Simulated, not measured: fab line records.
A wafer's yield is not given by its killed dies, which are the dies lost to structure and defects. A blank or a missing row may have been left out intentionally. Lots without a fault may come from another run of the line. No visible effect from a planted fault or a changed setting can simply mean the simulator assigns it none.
What tool caused it?    flow gf180mcu    7 lots, 21 wafers sampled, at 1 step of a route of 602

WHAT THE GAUGES SHOWED, per wafer
GF_HV_LDD_CD_MEAS_07: the cd target is 400 nm.
lot   measured      on         cd nm (nm)
L396  day 10 15:37  cd sem-01  399.0 398.9 398.6
L400  day 11 19:01  cd sem-02  395.4 396.8 396.8
L406  day 13 13:14  cd sem-01  403.3 404.1 401.5
L409  day 14 12:44  cd sem-02  405.3 404.9 404.9
L411  day 15 18:34  cd sem-02  398.9 401.9 400.5
L413  day 16 13:36  cd sem-02  396.4 398.5 396.5
L417  day 17 08:02  cd sem-02  400.5 396.4 398.8

WHICH TOOL RAN EACH LOT (tool, then ch and the chambers of the sampled wafers, then the start)
The record holds no process step before these readings.

THE ANSWER, worked out from the rows above alone
Rule: usual is defined by the lots themselves. The widest of any qualifying gaps counts: lots, ordered by their means at a reading, are off when they make up no more than a third of the lots, leave a main group of 4 or more, and stand apart from it by 3 or more times the standard deviation of that group's means. Not used: any main group whose means are identical at the precision the tables above print for the reading. A lot without any number at a reading at which 4 lots or more have one is off too. Where the step has rows for the other lots, those lots are counted as sound.
No lot is off on any of the readings shown, so nothing can be concluded from this.

WHAT THE SIMULATOR HAD INSERTED
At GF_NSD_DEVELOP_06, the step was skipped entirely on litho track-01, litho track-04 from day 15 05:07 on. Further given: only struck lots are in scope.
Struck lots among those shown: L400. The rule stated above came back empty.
